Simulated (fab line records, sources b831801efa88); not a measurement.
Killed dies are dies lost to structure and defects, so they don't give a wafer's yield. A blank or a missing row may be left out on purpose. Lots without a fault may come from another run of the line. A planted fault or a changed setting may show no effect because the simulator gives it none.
Which tool did it? | flow gf180mcu | 12 lots, 36 wafers sampled, at 5 steps of a route of 602

WHAT THE GAUGES READ, wafer by wafer
GF_M4_OVL_MEAS_15.
lot  | measured     | on         | M4_OVL (nm)
L882 | day 24 14:01 | overlay-01 | 6 3 7
L883 | day 24 23:40 | overlay-02 | -14 -12 -13
L885 | day 25 06:15 | overlay-02 | 7 8 5
L887 | day 26 00:10 | overlay-01 | -3 3 -3
L889 | day 26 09:26 | overlay-02 | -3 -6 -6
L897 | day 28 21:20 | overlay-02 | -6 -2 -3
L898 | day 29 04:29 | overlay-02 | 6 -6 -7
L899 | day 29 13:59 | overlay-01 | -9 -1 -7
L900 | day 29 20:44 | overlay-02 | 15 8 6
L901 | day 29 22:24 | overlay-02 | -2 0 1
L902 | day 30 06:05 | overlay-01 | 6 7 4
L903 | day 30 08:47 | overlay-01 | -9 2 -1

GF_V4_RS_MEAS_24: measures by four-point-probe.
lot  | measured     | on            | V4_W_RS (ohm/sq)
L882 | day 25 13:45 | film_metro-04 | 0.3262 0.3264 0.3269
L883 | day 25 22:56 | film_metro-03 | 0.3249 0.3257 0.3238
L885 | day 26 06:08 | film_metro-04 | 0.3253 0.3230 0.3231
L887 | day 26 23:15 | film_metro-02 | 0.3268 0.3293 0.3245
L889 | day 27 07:59 | film_metro-02 | 0.3307 0.3281 0.3317
L897 | day 29 18:56 | film_metro-03 | 43.653 43.518 43.256
L898 | day 30 02:03 | film_metro-02 | 43.451 43.520 43.937
L899 | day 30 11:28 | film_metro-03 | 42.662 42.995 43.325
L900 | day 30 17:41 | film_metro-02 | 0.3309 0.3302 0.3358
L901 | day 30 19:14 | film_metro-03 | 0.3277 0.3276 0.3272
L902 | day 31 02:55 | film_metro-04 | 0.3294 0.3267 0.3335
L903 | day 31 05:36 | film_metro-03 | 0.3293 0.3282 0.3272

GF_V4_THK_MEAS_25: measures by xrf.
lot  | measured     | on            | V4_W_THK (nm)
L882 | day 25 13:52 | film_metro-04 | 371 370 371
L883 | day 25 23:03 | film_metro-03 | 382 378 381
L885 | day 26 06:14 | film_metro-04 | 373 372 374
L887 | day 26 23:22 | film_metro-02 | 374 373 376
L889 | day 27 08:06 | film_metro-02 | 370 372 368
L897 | day 29 19:03 | film_metro-03 | <0 <0 <0
L898 | day 30 02:10 | film_metro-02 | <0 <0 <0
L899 | day 30 11:34 | film_metro-03 | <0 <0 <0
L900 | day 30 17:47 | film_metro-02 | 366 364 359
L901 | day 30 19:22 | film_metro-03 | 371 371 372
L902 | day 31 03:02 | film_metro-04 | 368 370 362
L903 | day 31 05:43 | film_metro-03 | 364 367 371

WHICH TOOL RAN EACH LOT (tool, then ch and the chambers of the sampled wafers, then the start)
lot  | GF_V4_SPUTTER_22             | GF_V4_CVD_23
L882 | pvd_sputter-04, day 25 13:34 | cvd_w-01 ch 0,1, day 25 13:37
L883 | pvd_sputter-04, day 25 22:46 | cvd_w-02 ch 1, day 25 22:49
L885 | pvd_sputter-04, day 26 05:56 | cvd_w-01 ch 0,1, day 26 06:01
L887 | pvd_sputter-03, day 26 23:05 | cvd_w-02 ch 0, day 26 23:07
L889 | pvd_sputter-01, day 27 07:49 | cvd_w-02 ch 0,1, day 27 07:51
L897 | pvd_sputter-04, day 29 18:47 | cvd_w-02 ch 0,1, day 29 18:49
L898 | pvd_sputter-01, day 30 01:53 | cvd_w-01 ch 0,1, day 30 01:56
L899 | pvd_sputter-01, day 30 11:17 | cvd_w-02 ch 0,1, day 30 11:19
L900 | pvd_sputter-04, day 30 17:31 | cvd_w-02 ch 0,1, day 30 17:33
L901 | pvd_sputter-04, day 30 19:05 | cvd_w-01 ch 0,1, day 30 19:08
L902 | pvd_sputter-03, day 31 02:46 | cvd_w-02 ch 0,1, day 31 02:48
L903 | pvd_sputter-03, day 31 05:27 | cvd_w-01 ch 0,1, day 31 05:29
- GF_V4_SPUTTER_22: material TiN, target thk 10 nm, time 40 s.
- GF_V4_CVD_23: deposits W, target thk 350 nm, time 104.9 s.

WHAT THE TOOLS THEMSELVES READ (means of the sampled wafers that have a number; where no wafer has one, the mark that the record gives instead)
GF_V4_SPUTTER_22.
lot  | tool           | throttle_valve_pct (%)
L882 | pvd_sputter-04 | 28.9
L883 | pvd_sputter-04 | 29.2
L885 | pvd_sputter-04 | 30.3
L887 | pvd_sputter-03 | 31.6
L889 | pvd_sputter-01 | 30.2
L897 | pvd_sputter-04 | 29.6
L898 | pvd_sputter-01 | 30.1
L899 | pvd_sputter-01 | 29.6
L900 | pvd_sputter-04 | 29.5
L901 | pvd_sputter-04 | 28.8
L902 | pvd_sputter-03 | 31.0
L903 | pvd_sputter-03 | 31.5

GF_V4_CVD_23.
lot  | tool     | chamber_pressure_Torr (Torr) | heater_power_outer_w (W) | heater_power_w (W)
L882 | cvd_w-01 | 40.01                        | 545                      | 870
L883 | cvd_w-02 | 39.97                        | 488                      | 793
L885 | cvd_w-01 | 39.96                        | 551                      | 862
L887 | cvd_w-02 | 39.96                        | 527                      | 835
L889 | cvd_w-02 | 39.93                        | 507                      | 822
L897 | cvd_w-02 | -                            | -                        | -
L898 | cvd_w-01 | -                            | -                        | -
L899 | cvd_w-02 | -                            | -                        | -
L900 | cvd_w-02 | 40.06                        | 511                      | 809
L901 | cvd_w-01 | 39.97                        | 546                      | 870
L902 | cvd_w-02 | 40.01                        | 517                      | 821
L903 | cvd_w-01 | 40.02                        | 547                      | 874

THE ANSWER, worked out from the rows above alone
Rule: what is usual is taken from the lots themselves. Put in order of their means at a reading, lots are off if they are a third of the lots or fewer, leave a main group of 4 or more, and stand apart from it by a gap of 3 or more times the standard deviation of the main group's means; of several such gaps the widest counts. A main group whose means are all the same, to the digits that the tables above print for the reading, isn't used. A lot without any number at a reading at which 4 lots or more have one is off too. The other lots that the step has rows for count as sound. The gauges are gone through in route order, then the tools' own readings, and for those a lot's mean is taken as printed above. The first step at which some lot is off is used, and at that step the reading that is off furthest; a lot without a number counts as furthest.
Off: L897, L898, L899, at GF_V4_RS_MEAS_24 (V4_W_RS). The main group: mean 0.3278 ohm/sq, standard deviation 0.0025.
A tool fits if, at a process step before that reading, it ran every lot that is off, and no sound lot after the first of them. The gauges at GF_V4_RS_MEAS_24 aren't tried: what is off there is off at GF_V4_CVD_23 too, on other tools, and a gauge's error can't cause that. None of those tried fits.

WHAT THE SIMULATOR HAD PUT IN
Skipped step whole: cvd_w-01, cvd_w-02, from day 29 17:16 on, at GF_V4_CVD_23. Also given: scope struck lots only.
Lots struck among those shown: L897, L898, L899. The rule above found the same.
